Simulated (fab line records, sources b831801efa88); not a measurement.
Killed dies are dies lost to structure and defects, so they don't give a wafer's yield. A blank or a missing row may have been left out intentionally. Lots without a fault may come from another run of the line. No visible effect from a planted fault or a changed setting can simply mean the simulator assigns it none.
fab line records	flow sky130
record lots=6	wafers=18	lastDay=49
route steps=708 shown VIA3@587 METAL4@598 PAD_OPEN@708
lots with no fault: from the same line, run without faults
startH: start of the lot's first displayed wafer, in hours after the record's first day	waitH: hours elapsed since this lot's preceding step	" unchanged from the row above	L1.1+2: one row covering several wafers at once	- value missing, or start not given	* or withheld: withheld	< > ~ a bound
route shown NAME@n: names a module that has steps shown in the file, with the first one's number in the route	usual: average and standard deviation across the fault-free wafers	same: alike in all rows	chamber/n: place in a boat	sites: the reading at each site	_std_site: the standard deviation of these	_edge_site: inner sites' mean taken away from outer sites' mean	radiusMm: how far each site lies from the wafer's centre	mask NAME#n: copy n	behind: tool/chamber where the wafer was last shaped	hold: what put the lot on hold/how long, in hours/how the hold closed	device: which transistor (n, p or np) failed to switch	end of line: at the end of the route, the tests of the same wafers	a step with no rows: only its recipe	killed: dies lost to structure and defects at the first sort, not the wafer's yield	map: a wafer's dies, marking killed ones x, the rest . and places with no die _
set.NAME: the setting as run; set.NAME@STEP: as run at that earlier step	model.NAME: the simulator's own value behind a step, which no gauge read
lots at selected steps of the route; one table per step, one row per wafer
services: from which hour (startH, from the record's first day; less than 0 if before it) a tool's chamber was out of use, for how many hours, and why
## steps
# step SKY_VIA3_ETCH_14
# recipe chemistry=N2/H2	target=BARC	ionEnergyEv=200	sourceW=500	biasW=100	pressureMtorr=30	n2FlowSccm=100	h2FlowSccm=200	stopOn=SiO2	timeS=45.9	targetDepthA=600
# step SKY_VIA3_ETCH_15
# recipe target=SiO2	chemistry=C4F8/O2/Ar	targetDepthNm=507	stopOn=TiN	maskMaterial=KrF-thick	sourceW=1500	biasW=1200	pressureMtorr=40	c4f8FlowSccm=withheld	O2_flow_sccm=6	Ar_flow_sccm=300	timeS=78
# usual chamberPressureMTorr=40.00/0.035	oesProductAu=0.947/0.0047
lot.wafer	tool	chamber	startH	waitH	chamberPressureMTorr	oesProductAu	rfHoursCounterH
L682.2	rieDiel-03	0	997.39	0.0	39.99	0.950	12
L682.3	"	2	"	"	39.95	0.951	18
L682.4	"	1	"	"	39.98	0.948	11
L685.2	rieDiel-01	1	1019.09	0.0	39.95	0.954	22
L685.4	"	0	"	"	39.96	0.947	11
L685.6	"	0	"	"	39.99	0.946	-
L687.3	rieDiel-04	0	1026.34	0.0	40.05	0.944	13
L687.4	"	2	"	"	40.08	0.943	19
L687.6	"	2	"	"	40.02	0.944	-
L688.2	rieDiel-03	2	1033.89	0.0	40.00	0.944	19
L688.3	"	3	"	"	40.03	0.941	21
L688.4	"	0	"	"	40.00	0.944	13
L689.3	rieDiel-04	3	1043.68	0.0	39.98	0.943	22
L689.5	"	3	"	"	39.97	0.951	-
L689.6	"	0	"	"	39.93	0.946	-
L691.1	rieDiel-03	3	1063.74	0.0	39.96	0.940	22
L691.5	"	3	"	"	40.06	0.954	-
L691.6	"	2	"	"	40.05	0.948	-
# step SKY_VIA3_STRIP_16
# recipe chemistry=O2/N2	powerW=1400	pressureMtorr=1500	platenTempC=withheld	o2FlowSccm=3000	n2FlowSccm=300	overashFraction=0.5
# usual chamberPressureMTorr=1500.1/1.3	drypumpMotorCurrentA=5.7/0.49	oesProductAu=0.402/0.0049	stripTimeToEndpointS=4.127/0.019
# same overashFraction=0.5
lot.wafer	tool	chamber	startH	waitH	chamberPressureMTorr	drypumpMotorCurrentA	oesProductAu	rfHoursCounterH	stripTimeToEndpointS
L682.2	plasmaAsher-03	1	997.45	0.0	1499.5	6.1	0.399	117	4.151
L682.3	"	1	"	"	1499.9	6.1	0.403	-	4.131
L682.4	"	0	"	"	1499.9	4.9	0.407	-	4.128
L685.2	plasmaAsher-04	1	1019.15	0.0	1499.1	5.0	0.403	89	4.143
L685.4	"	1	"	"	1500.2	5.0	0.407	-	4.141
L685.6	"	0	"	"	1499.7	6.2	0.404	-	4.155
L687.3	plasmaAsher-04	1	1026.43	0.1	1501.1	5.0	0.400	-	4.126
L687.4	"	0	"	"	1499.8	6.2	0.409	-	4.117
L687.6	"	0	"	"	1499.2	6.2	0.407	-	4.134
L688.2	plasmaAsher-02	1	1033.95	0.0	1500.5	5.9	0.411	58	4.119
L688.3	"	1	"	"	1498.7	5.9	0.404	-	4.137
L688.4	"	0	"	"	1499.1	5.8	0.397	-	4.117
L689.3	plasmaAsher-03	0	1043.77	0.1	1501.9	4.8	0.406	-	4.122
L689.5	"	1	"	"	1500.0	6.1	0.402	-	4.116
L689.6	"	0	"	"	1500.9	4.8	0.401	-	4.111
L691.1	plasmaAsher-02	1	1063.80	0.0	1499.9	5.9	0.399	62	4.116
L691.5	"	1	"	"	1498.1	5.9	0.406	-	4.128
L691.6	"	0	"	"	1502.6	5.8	0.397	-	4.109
# step SKY_VIA3_STRIP_17
# recipe chemistry=postEtchResidueRemover	timeS=1200	tempC=72.5
# step SKY_VIA3_CLEAN_18
# recipe chemistry=IPA	timeS=180	tempC=25
# step SKY_VIA3_CLEAN_19
# recipe chemistry=O3/DIW	dry=n2Spin
# step SKY_VIA3_SPUTTER_20
# recipe material=TiN	targetThkNm=20	chamberPressurePa=5	powerW=4000	timeS=80
# step SKY_VIA3_CVD_21
# recipe material=W	targetThkNm=390	timeS=117.31	tempC=400	pressureTorr=40
# step SKY_VIA3_RS_MEAS_22
# recipe thkMeasGauge=four-point-probe	reads=W_of_VIA3_CVD_21+TiN_of_VIA3_SPUTTER_20
# usual VIA3_W_RS=0.2946/0.0027
lot.wafer	tool	chamber	startH	waitH	VIA3_W_RS[ohm/sq]
L682.2	filmMetro-01	-	998.28	0.1	0.2937
L682.3	"	-	"	"	0.2970
L682.4	"	-	"	"	0.2942
L685.2	filmMetro-01	-	1020.22	0.1	0.2935
L685.4	"	-	"	"	0.2906
L685.6	"	-	"	"	0.2929
L687.3	filmMetro-02	-	1027.22	0.1	0.2961
L687.4	"	-	"	"	0.2970
L687.6	"	-	"	"	0.2951
L688.2	filmMetro-02	-	1034.81	0.1	0.2964
L688.3	"	-	"	"	0.2966
L688.4	"	-	"	"	0.2926
L689.3	filmMetro-04	-	1044.60	0.1	0.2968
L689.5	"	-	"	"	0.2948
L689.6	"	-	"	"	0.2937
L691.1	filmMetro-04	-	1064.62	0.1	0.2986
L691.5	"	-	"	"	0.2934
L691.6	"	-	"	"	0.2933
# step SKY_VIA3_THK_MEAS_23
# recipe thkMeasGauge=xrf	reads=W_of_VIA3_CVD_21
# usual VIA3_W_THK=396/6.6
lot.wafer	tool	chamber	startH	waitH	VIA3_W_THK[nm]
L682.2	filmMetro-01	-	998.39	0.1	400
L682.3	"	-	"	"	395
L682.4	"	-	"	"	401
L685.2	filmMetro-01	-	1020.33	0.1	400
L685.4	"	-	"	"	402
L685.6	"	-	"	"	402
L687.3	filmMetro-02	-	1027.32	0.1	395
L687.4	"	-	"	"	393
L687.6	"	-	"	"	398
L688.2	filmMetro-02	-	1034.92	0.1	397
L688.3	"	-	"	"	393
L688.4	"	-	"	"	400
L689.3	filmMetro-04	-	1044.70	0.1	381
L689.5	"	-	"	"	384
L689.6	"	-	"	"	386
L691.1	filmMetro-04	-	1064.74	0.1	386
L691.5	"	-	"	"	393
L691.6	"	-	"	"	394
# step SKY_VIA3_CMP_24
# recipe stopOn=SiO2	tOverpolishS=20	downForcePsi=3.5	platenRpm=60	targetThkNm=0	padVelocityMS=0.94248
# usual headPressurePsi=3.500/0.0081	motorCurrentA=10.7/1.6	overpolishRunS=20.001/0.0099	timeToEndpointS=95/3.3
lot.wafer	tool	chamber	startH	waitH	headPressurePsi	motorCurrentA	overpolishRunS	timeToEndpointS
L682.3	cmp-02	1	998.44	0.0	3.503	11.5	20.016	92
L682.4	"	2	"	"	3.489	12.6	20.007	95
L682.2	"	0	"	"	3.506	8.8	19.995	93
L685.2	cmp-01	1	1020.49	0.2	3.496	9.5	19.998	99
L685.4	"	2	"	"	3.502	7.7	19.995	99
L685.6	"	0	"	"	3.498	12.8	20.016	95
L687.4	cmp-02	2	1027.46	0.1	3.485	12.1	19.995	91
L687.3	"	3	"	"	3.522	10.6	20.001	85
L687.6	"	1	"	"	3.494	11.7	19.983	91
L688.4	cmp-02	3	1034.97	0.0	3.517	11.0	19.994	91
L688.3	"	1	"	"	3.503	11.4	19.990	91
L688.2	"	2	"	"	3.500	12.3	19.991	93
L689.3	cmp-02	1	1044.84	0.1	3.495	11.0	20.014	93
L689.6	"	3	"	"	3.501	10.7	19.985	92
L689.5	"	0	"	"	3.496	9.3	19.994	93
L691.1	cmp-02	3	1064.90	0.1	3.494	10.7	20.028	92
L691.5	"	1	"	"	3.506	11.1	20.011	96
L691.6	"	2	"	"	3.508	12.6	19.997	95
# step SKY_METAL4_SPUTTER_00
# recipe material=Ti	targetThkNm=15	powerW=3000	timeS=10	chamberPressurePa=0.4
# usual chamberPressurePa=0.4000/0.00089	throttleValvePct=30.4/0.65
lot.wafer	tool	chamber	startH	waitH	chamberPressurePa	throttleValvePct
L682.2	pvdSputter-01	-	998.74	0.1	0.3991	29.0
L682.3	"	-	"	"	0.3995	30.5
L682.4	"	-	"	"	0.4003	30.4
L685.2	pvdSputter-03	-	1020.74	0.2	0.4002	29.8
L685.4	"	-	"	"	0.4007	31.1
L685.6	"	-	"	"	0.4011	30.5
L687.3	pvdSputter-03	-	1027.66	0.1	0.4003	30.5
L687.4	"	-	"	"	0.4004	29.9
L687.6	"	-	"	"	0.3992	30.5
L688.2	pvdSputter-01	-	1035.27	0.1	0.3990	30.3
L688.3	"	-	"	"	0.4000	30.5
L688.4	"	-	"	"	0.3990	31.9
L689.3	pvdSputter-03	-	1045.04	0.1	0.3997	30.9
L689.5	"	-	"	"	0.3996	31.2
L689.6	"	-	"	"	0.4007	30.9
L691.1	pvdSputter-04	-	1065.10	0.1	0.3992	30.5
L691.5	"	-	"	"	0.4013	29.9
L691.6	"	-	"	"	0.3988	30.3
# step SKY_METAL4_SPUTTER_01
# recipe material=TiN	targetThkNm=20	powerW=6500	timeS=16.7	chamberPressurePa=0.4
# usual chamberPressurePa=0.3999/0.00081	throttleValvePct=30.4/0.69
lot.wafer	tool	chamber	startH	waitH	chamberPressurePa	throttleValvePct
L682.2	pvdSputter-01	-	998.76	0.0	0.3973	29.1
L682.3	"	-	"	"	0.4013	30.6
L682.4	"	-	"	"	0.3986	30.5
L685.2	pvdSputter-03	-	1020.76	0.0	0.4008	29.5
L685.4	"	-	"	"	0.4004	31.3
L685.6	"	-	"	"	0.4021	30.7
L687.3	pvdSputter-03	-	1027.69	0.0	0.3698	31.7
L687.4	"	-	"	"	0.3711	30.5
L687.6	"	-	"	"	0.3704	31.8
L688.2	pvdSputter-01	-	1035.30	0.0	0.4013	30.4
L688.3	"	-	"	"	0.3997	30.5
L688.4	"	-	"	"	0.3996	31.7
L689.3	pvdSputter-03	-	1045.06	0.0	0.3702	31.9
L689.5	"	-	"	"	0.3703	32.8
L689.6	"	-	"	"	0.3712	32.2
L691.1	pvdSputter-04	-	1065.13	0.0	0.3983	30.5
L691.5	"	-	"	"	0.3989	29.9
L691.6	"	-	"	"	0.4000	30.1
# step SKY_METAL4_SPUTTER_02
# recipe material=AlCu	targetThkNm=735	powerW=10600	timeS=39.1	chamberPressurePa=0.4
# usual chamberPressurePa=0.4001/0.0008	throttleValvePct=30.4/0.69
lot.wafer	tool	chamber	startH	waitH	chamberPressurePa	throttleValvePct
L682.2	pvdSputter-01	-	998.79	0.0	0.3991	29.0
L682.3	"	-	"	"	0.4000	30.5
L682.4	"	-	"	"	0.3997	30.7
L685.2	pvdSputter-03	-	1020.79	0.0	0.4002	30.0
L685.4	"	-	"	"	0.4003	31.3
L685.6	"	-	"	"	0.4000	30.5
L687.3	pvdSputter-03	-	1027.72	0.0	0.4009	30.6
L687.4	"	-	"	"	0.3992	30.1
L687.6	"	-	"	"	0.4009	30.3
L688.2	pvdSputter-01	-	1035.32	0.0	0.3993	30.4
L688.3	"	-	"	"	0.3997	30.4
L688.4	"	-	"	"	0.4002	31.9
L689.3	pvdSputter-03	-	1045.09	0.0	0.4006	31.0
L689.5	"	-	"	"	0.4015	31.1
L689.6	"	-	"	"	0.4006	30.5
L691.1	pvdSputter-04	-	1065.15	0.0	0.4008	30.3
L691.5	"	-	"	"	0.3997	30.1
L691.6	"	-	"	"	0.3998	30.6
# step SKY_PAD_OPEN_PROBE_99
# usual defectLimitedYield=82.2/1.8	killed_at_M0_to_M3=44/6	killed_at_M4_up=3.3/2.1	killedAtContacts=25/5.5	killedAtFrontEnd=15/4.3	killedAtOther=0.2/0.41	killedDies=88/9.1	killedOpen=48/6.6	killedShort=39/6.7	sort_bin_3_pad_short=0.9/0.4	sort_bin_5_function=10.4/1.5	sort_bin_6_memory=6.5/1.1	sortNPass=404/9.1	sortYieldPct=82.2/1.8
# same grossDies=492	killedAtBackSide=0	sort_bin_4_leakage[%]=0	sort_bin_8_speed[%]=0
lot.wafer	tool	chamber	startH	waitH	defectLimitedYield[%]	killed_at_M0_to_M3	killed_at_M4_up	killedAtContacts	killedAtFrontEnd	killedAtOther	killedDies	killedOpen	killedShort	sort_bin_3_pad_short[%]	sort_bin_5_function[%]	sort_bin_6_memory[%]	sortNPass	sortYieldPct[%]
L682.2	prober-02	-	1135.52	0.1	80.1	46	5	30	17	0	98	50	48	0.6	13.8	5.5	394	80.1
L682.3	prober-02	-	1135.57	0.2	81.3	39	2	36	14	1	92	45	46	0.8	10.6	7.3	400	81.3
L682.4	prober-02	-	1135.62	0.2	83.9	31	2	32	13	1	79	44	35	0.8	8.3	6.9	413	83.9
L685.2	prober-02	-	1153.37	0.1	81.7	52	1	25	12	0	90	51	39	0.4	10.8	7.1	402	81.7
L685.4	prober-02	-	1153.47	0.2	83.5	43	4	17	17	0	81	47	34	1.2	11.0	4.3	411	83.5
L685.6	prober-02	-	1153.57	0.2	79.7	52	3	24	21	0	100	63	37	0.6	12.4	7.3	392	79.7
L687.3	prober-02	-	1157.17	0.2	83.3	38	6	22	16	0	82	42	39	1.2	7.9	7.5	410	83.3
L687.4	prober-02	-	1157.22	0.2	81.9	41	3	30	15	0	89	52	37	1.0	9.8	7.3	403	81.9
L687.6	prober-02	-	1157.32	0.2	81.9	41	8	23	17	0	89	39	49	0.8	10.6	6.7	403	81.9
L688.2	prober-01	-	1161.75	0.1	82.5	37	0	32	17	0	86	46	40	0.8	10.8	5.9	406	82.5
L688.3	prober-01	-	1161.80	0.2	83.5	38	5	25	12	1	81	43	37	0.2	10.0	6.3	411	83.5
L688.4	prober-01	-	1161.85	0.2	82.1	49	2	25	12	0	88	47	41	1.0	12.8	4.1	404	82.1
L689.3	prober-02	-	1171.73	0.2	86.6	39	0	23	4	0	66	41	25	1.0	6.7	5.7	426	86.6
L689.5	prober-02	-	1171.83	0.2	81.3	45	3	26	18	0	92	44	48	0.6	12.0	6.1	400	81.3
L689.6	prober-02	-	1171.88	0.2	79.7	50	5	29	15	1	100	52	48	0.4	13.8	6.1	392	79.7
L691.1	prober-02	-	1185.16	0.1	82.5	41	5	31	9	0	86	49	37	0.4	10.2	6.9	406	82.5
L691.5	prober-02	-	1185.36	0.2	83.7	45	6	20	9	0	80	43	37	0.6	11.2	4.5	412	83.7
L691.6	prober-02	-	1185.41	0.2	81.9	41	5	29	14	0	89	50	39	0.6	10.0	7.5	403	81.9
# killed by level:class
L682.2 CONTACT:geometricParticle:open=14 VIA1:geometricParticle:short=9 LI_CONTACT:geometricParticle:open=7 VIA1:geometricParticle:open=7 VIA3:geometricParticle:open=7 POLY_GATE:geometricParticle:short=5 METAL2:geometricParticle:short=5 CONTACT:geometricParticle:short=5
L682.3 CONTACT:geometricParticle:short=10 VIA1:geometricParticle:open=9 CONTACT:geometricParticle:open=8 VIA2:geometricParticle:open=7 LI_CONTACT:geometricParticle:open=6 LI_CONTACT:geometricParticle:short=5 METAL1:geometricParticle:short=5 LOCAL_INTERCONNECT:geometricParticle:short=5
L682.4 CONTACT:geometricParticle:open=12 LI_CONTACT:geometricParticle:open=7 VIA1:geometricParticle:open=7 LI_CONTACT:geometricParticle:short=5 VIA2:geometricParticle:short=5 LOCAL_INTERCONNECT:geometricParticle:short=4 POLY_GATE:geometricParticle:open=4 FIELD_ISO:geometricParticle:short=3
L685.2 VIA1:geometricParticle:open=10 VIA3:geometricParticle:open=9 METAL1:geometricParticle:short=9 VIA1:geometricParticle:short=8 VIA2:geometricParticle:open=8 CONTACT:geometricParticle:open=7 LI_CONTACT:geometricParticle:open=6 CONTACT:geometricParticle:short=5
L685.4 VIA1:geometricParticle:open=12 VIA3:geometricParticle:open=8 METAL1:geometricParticle:short=7 FIELD_ISO:geometricParticle:open=5 METAL2:geometricParticle:short=5 POLY_GATE:geometricParticle:open=5 LI_CONTACT:geometricParticle:open=5 CONTACT:geometricParticle:short=5
L685.6 VIA1:geometricParticle:open=15 LI_CONTACT:geometricParticle:open=9 POLY_GATE:geometricParticle:open=8 VIA2:geometricParticle:open=8 VIA3:geometricParticle:open=8 CONTACT:geometricParticle:open=7 VIA1:geometricParticle:short=5 VIA3:geometricParticle:short=5
L687.3 CONTACT:geometricParticle:open=10 VIA1:geometricParticle:open=9 POLY_GATE:geometricParticle:short=6 VIA1:geometricParticle:short=6 CONTACT:geometricParticle:short=5 LI_CONTACT:geometricParticle:open=4 METAL1:geometricParticle:short=4 VIA3:geometricParticle:open=4
L687.4 VIA2:geometricParticle:open=9 CONTACT:geometricParticle:open=8 LI_CONTACT:geometricParticle:open=7 LOCAL_INTERCONNECT:geometricParticle:short=7 VIA1:geometricParticle:open=7 METAL2:geometricParticle:short=7 POLY_GATE:geometricParticle:open=5 METAL1:geometricParticle:short=5
L687.6 VIA1:geometricParticle:open=10 METAL1:geometricParticle:short=9 METAL4:geometricParticle:short=8 LI_CONTACT:geometricParticle:open=5 CONTACT:geometricParticle:open=5 VIA3:geometricParticle:open=5 FIELD_ISO:geometricParticle:short=4 LI_CONTACT:geometricParticle:short=4
L688.2 CONTACT:geometricParticle:open=11 VIA1:geometricParticle:open=9 POLY_GATE:geometricParticle:short=8 VIA2:geometricParticle:open=7 LOCAL_INTERCONNECT:geometricParticle:short=6 POLY_GATE:geometricParticle:open=5 LI_CONTACT:geometricParticle:open=5 CONTACT:geometricParticle:short=5
L688.3 VIA1:geometricParticle:short=10 VIA1:geometricParticle:open=8 VIA2:geometricParticle:open=8 CONTACT:geometricParticle:short=7 CONTACT:geometricParticle:open=7 VIA3:geometricParticle:open=5 METAL4:geometricParticle:short=4 FIELD_ISO:geometricParticle:short=3
L688.4 VIA1:geometricParticle:open=11 LI_CONTACT:geometricParticle:open=8 METAL1:geometricParticle:short=8 CONTACT:geometricParticle:open=7 VIA2:geometricParticle:open=7 VIA3:geometricParticle:open=6 LOCAL_INTERCONNECT:geometricParticle:short=4 VIA2:geometricParticle:short=4
L689.3 VIA2:geometricParticle:open=11 LI_CONTACT:geometricParticle:open=10 CONTACT:geometricParticle:open=7 VIA1:geometricParticle:open=7 VIA2:geometricParticle:short=6 METAL1:geometricParticle:short=4 LOCAL_INTERCONNECT:geometricParticle:short=3 VIA3:geometricParticle:short=3
L689.5 VIA1:geometricParticle:open=11 METAL1:geometricParticle:short=8 FIELD_ISO:geometricParticle:short=7 LOCAL_INTERCONNECT:geometricParticle:short=6 VIA2:geometricParticle:open=6 CONTACT:geometricParticle:open=6 VIA1:geometricParticle:short=6 LI_CONTACT:geometricParticle:open=5
L689.6 CONTACT:geometricParticle:open=10 LI_CONTACT:geometricParticle:open=9 VIA1:geometricParticle:short=8 VIA3:geometricParticle:open=7 VIA2:geometricParticle:open=7 METAL1:geometricParticle:short=6 FIELD_ISO:geometricParticle:short=5 FIELD_ISO:geometricParticle:open=5
L691.1 CONTACT:geometricParticle:open=10 VIA1:geometricParticle:open=9 VIA2:geometricParticle:open=8 VIA3:geometricParticle:open=8 LI_CONTACT:geometricParticle:open=6 LOCAL_INTERCONNECT:geometricParticle:short=6 CONTACT:geometricParticle:short=5 METAL3:geometricParticle:short=5
L691.5 CONTACT:geometricParticle:open=10 METAL1:geometricParticle:short=9 VIA2:geometricParticle:open=6 VIA3:geometricParticle:open=6 VIA1:geometricParticle:open=5 LI_CONTACT:geometricParticle:open=4 LOCAL_INTERCONNECT:geometricParticle:short=4 METAL4:geometricParticle:short=4
L691.6 VIA1:geometricParticle:open=12 CONTACT:geometricParticle:open=11 VIA3:geometricParticle:open=9 POLY_GATE:geometricParticle:short=6 LI_CONTACT:geometricParticle:open=6 METAL1:geometricParticle:short=6 LOCAL_INTERCONNECT:geometricParticle:short=5 METAL3:geometricParticle:short=4
## services
tool	chamber	startH	hours	kind
cmp-02	-	973.63	6.0	pm
cmp-01	-	973.83	0.5	repair
pvdSputter-04	-	976.07	8.4	repair
rieDiel-03	1	989.94	2.1	repair
rieDiel-04	-	993.40	0.4	repair
rieDiel-01	3	993.68	5.6	repair
cmp-02	-	1000.58	3.7	repair
rieDiel-01	2	1002.50	4.6	repair
cmp-01	-	1007.47	3.8	repair
plasmaAsher-03	-	1021.19	6.6	repair
pvdSputter-03	-	1033.43	6.9	repair
pvdSputter-01	-	1044.90	6.3	repair
rieDiel-03	1	1044.98	3.5	repair
rieDiel-03	0	1045.85	3.9	repair
plasmaAsher-03	-	1055.25	9.0	pm
plasmaAsher-03	0	1055.25	9.0	ventCycle
plasmaAsher-03	1	1055.25	9.0	ventCycle
plasmaAsher-03	0	1064.25	-	clean
plasmaAsher-03	1	1064.25	-	clean
## key
firstSign step=SKY_METAL4_SPUTTER_01	reading=chamberPressurePa	direction=down	sigmas=36	usual=0.3999	struck=0.3705
effect step=SKY_METAL4_SPUTTER_01	reading=throttleValvePct	direction=up	sigmas=2	usual=30.4	struck=31.8
metAt SKY_METAL4_SPUTTER_01
struckWafers L687.3,L687.4,L687.6,L689.3,L689.5,L689.6
onsetBetween 1020.76 1027.69
fault kind=processParameterDrift	tool=pvdSputter-03	chamber=-	onsetH=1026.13	steps=SKY_METAL4_SPUTTER_01	channel=chamberPressurePa	offset=-0.028975	shape=step	endH=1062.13	actsIn=theseRecipesOnly	stated=0.4
